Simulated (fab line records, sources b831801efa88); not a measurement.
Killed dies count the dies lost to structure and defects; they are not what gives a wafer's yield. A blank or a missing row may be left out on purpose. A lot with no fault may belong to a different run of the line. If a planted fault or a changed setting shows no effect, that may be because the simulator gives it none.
Commonality check across tools || flow sky130 || 11 lots, 33 wafers sampled

== WHY THIS WAS OPENED ==
2 of 11 lots carry a flag on the reading LDD_N_TW at SKY_LDD_N_TW_MEAS_17. Wafers without a fault read 2560, standard deviation 45.
Rule: a lot is flagged when every wafer of it that has a number lies more than 4 standard deviations from that mean, or none has a number. The rest of the lots are taken to be sound.

{"lot": "L729", "measured": "day 19 14:23", "on": "film-metro-04", "LDD_N_TW, wafer by wafer": "2615 2592 2593", "flag": ""}
{"lot": "L731", "measured": "day 20 03:34", "on": "film-metro-02", "LDD_N_TW, wafer by wafer": "2520 2508 2503", "flag": ""}
{"lot": "L736", "measured": "day 21 21:36", "on": "film-metro-02", "LDD_N_TW, wafer by wafer": "2511 2510 2506", "flag": ""}
{"lot": "L735", "measured": "day 22 01:38", "on": "film-metro-02", "LDD_N_TW, wafer by wafer": "2526 2515 2529", "flag": ""}
{"lot": "L737", "measured": "day 22 15:26", "on": "film-metro-04", "LDD_N_TW, wafer by wafer": "2617 2622 2636", "flag": ""}
{"lot": "L738", "measured": "day 22 22:16", "on": "film-metro-04", "LDD_N_TW, wafer by wafer": "2628 2624 2623", "flag": ""}
{"lot": "L740", "measured": "day 24 03:11", "on": "film-metro-02", "LDD_N_TW, wafer by wafer": "2533 2551 2532", "flag": ""}
{"lot": "L742", "measured": "day 24 13:32", "on": "film-metro-04", "LDD_N_TW, wafer by wafer": "3009 3005 2995", "flag": "FLAGGED"}
{"lot": "L743", "measured": "day 24 16:13", "on": "film-metro-01", "LDD_N_TW, wafer by wafer": "2935 2947 2935", "flag": "FLAGGED"}
{"lot": "L744", "measured": "day 24 22:52", "on": "film-metro-04", "LDD_N_TW, wafer by wafer": "2633 2623 2631", "flag": ""}
{"lot": "L746", "measured": "day 25 19:25", "on": "film-metro-02", "LDD_N_TW, wafer by wafer": "2523 2519 2530", "flag": ""}
The mean of the flagged lots' numbers is 2971, +411 from the usual (+9 standard deviations).

== LOT BY LOT: THE TOOL USED ==
The record holds 2 process steps before the reading, out of a route of 708 steps. In each cell: the tool, then ch and the chambers that the sampled wafers went through, then the start.
{"lot": "L729", "flag": "", "SKY_LDD_N_IMPLANT_08": "implanter-02 ch 0, day 19 13:05", "SKY_LDD_N_STRIP_16": "plasma-asher-04 ch 0,1, day 19 14:16"}
{"lot": "L731", "flag": "", "SKY_LDD_N_IMPLANT_08": "implanter-04 ch 0, day 20 02:16", "SKY_LDD_N_STRIP_16": "plasma-asher-04 ch 0,1, day 20 03:28"}
{"lot": "L736", "flag": "", "SKY_LDD_N_IMPLANT_08": "implanter-02 ch 0, day 21 20:18", "SKY_LDD_N_STRIP_16": "plasma-asher-02 ch 0,1, day 21 21:30"}
{"lot": "L735", "flag": "", "SKY_LDD_N_IMPLANT_08": "implanter-01 ch 0, day 21 20:02", "SKY_LDD_N_STRIP_16": "plasma-asher-03 ch 0,1, day 22 01:31"}
{"lot": "L737", "flag": "", "SKY_LDD_N_IMPLANT_08": "implanter-02 ch 0, day 22 14:11", "SKY_LDD_N_STRIP_16": "plasma-asher-04 ch 0,1, day 22 15:20"}
{"lot": "L738", "flag": "", "SKY_LDD_N_IMPLANT_08": "implanter-04 ch 0, day 22 20:58", "SKY_LDD_N_STRIP_16": "plasma-asher-03 ch 0,1, day 22 22:10"}
{"lot": "L740", "flag": "", "SKY_LDD_N_IMPLANT_08": "implanter-01 ch 0, day 24 01:55", "SKY_LDD_N_STRIP_16": "plasma-asher-02 ch 0,1, day 24 03:05"}
{"lot": "L742", "flag": "FLAGGED", "SKY_LDD_N_IMPLANT_08": "implanter-02 ch 0, day 24 12:17", "SKY_LDD_N_STRIP_16": "plasma-asher-03 ch 0,1, day 24 13:26"}
{"lot": "L743", "flag": "FLAGGED", "SKY_LDD_N_IMPLANT_08": "implanter-02 ch 0, day 24 14:56", "SKY_LDD_N_STRIP_16": "plasma-asher-02 ch 0,1, day 24 16:07"}
{"lot": "L744", "flag": "", "SKY_LDD_N_IMPLANT_08": "implanter-04 ch 0, day 24 21:34", "SKY_LDD_N_STRIP_16": "plasma-asher-04 ch 0,1, day 24 22:46"}
{"lot": "L746", "flag": "", "SKY_LDD_N_IMPLANT_08": "implanter-04 ch 0, day 25 18:07", "SKY_LDD_N_STRIP_16": "plasma-asher-03 ch 1, day 25 19:19"}
What is done by these steps:
- SKY_LDD_N_IMPLANT_08
- SKY_LDD_N_STRIP_16: strips in O2/N2.
- SKY_LDD_N_TW_MEAS_17

== FLAGGED OVER TOTAL, TOOL BY TOOL (the gauges that took the reading come last) ==
{"step": "SKY_LDD_N_IMPLANT_08", "tool": "implanter-01", "lots run": 2, "flagged": 0, "share of the flagged lots": "none", "sound lots run after its first flagged lot": "-"}
{"step": "SKY_LDD_N_IMPLANT_08", "tool": "implanter-02", "lots run": 5, "flagged": 2, "share of the flagged lots": "all", "sound lots run after its first flagged lot": 0}
{"step": "SKY_LDD_N_IMPLANT_08", "tool": "implanter-04", "lots run": 4, "flagged": 0, "share of the flagged lots": "none", "sound lots run after its first flagged lot": "-"}
{"step": "SKY_LDD_N_STRIP_16", "tool": "plasma-asher-02", "lots run": 3, "flagged": 1, "share of the flagged lots": "some", "sound lots run after its first flagged lot": 0}
{"step": "SKY_LDD_N_STRIP_16", "tool": "plasma-asher-03", "lots run": 4, "flagged": 1, "share of the flagged lots": "some", "sound lots run after its first flagged lot": "1 (L746)"}
{"step": "SKY_LDD_N_STRIP_16", "tool": "plasma-asher-04", "lots run": 4, "flagged": 0, "share of the flagged lots": "none", "sound lots run after its first flagged lot": "-"}
{"step": "SKY_LDD_N_TW_MEAS_17", "tool": "film-metro-01", "lots run": 1, "flagged": 1, "share of the flagged lots": "some", "sound lots run after its first flagged lot": 0}
{"step": "SKY_LDD_N_TW_MEAS_17", "tool": "film-metro-02", "lots run": 5, "flagged": 0, "share of the flagged lots": "none", "sound lots run after its first flagged lot": "-"}
{"step": "SKY_LDD_N_TW_MEAS_17", "tool": "film-metro-04", "lots run": 5, "flagged": 1, "share of the flagged lots": "some", "sound lots run after its first flagged lot": "1 (L744)"}

== WHAT IS ALLOWED BY THE TABLE ==
Rows of the table that ran each flagged lot: 1, that is implanter-02 at SKY_LDD_N_IMPLANT_08.
- implanter-02 at SKY_LDD_N_IMPLANT_08 ran 5 lots, 2 of them flagged. Its last sound lot is L737 (day 22 14:11), its first flagged lot L742 (day 24 12:17): a fault that began between those two fits. Its own readings lie more than 4 standard deviations out on every wafer of the flagged lots: beam-on-s, dose-ions-cm2, faraday-current-uA.
What remains is a single tool, implanter-02 at SKY_LDD_N_IMPLANT_08.

== WHAT THE SIMULATOR PUT IN ==
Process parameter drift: implanter-02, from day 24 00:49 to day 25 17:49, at SKY_LDD_N_IMPLANT_08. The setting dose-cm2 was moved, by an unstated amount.
Lots struck among those shown: L742, L743. This agrees with what the rule above found.
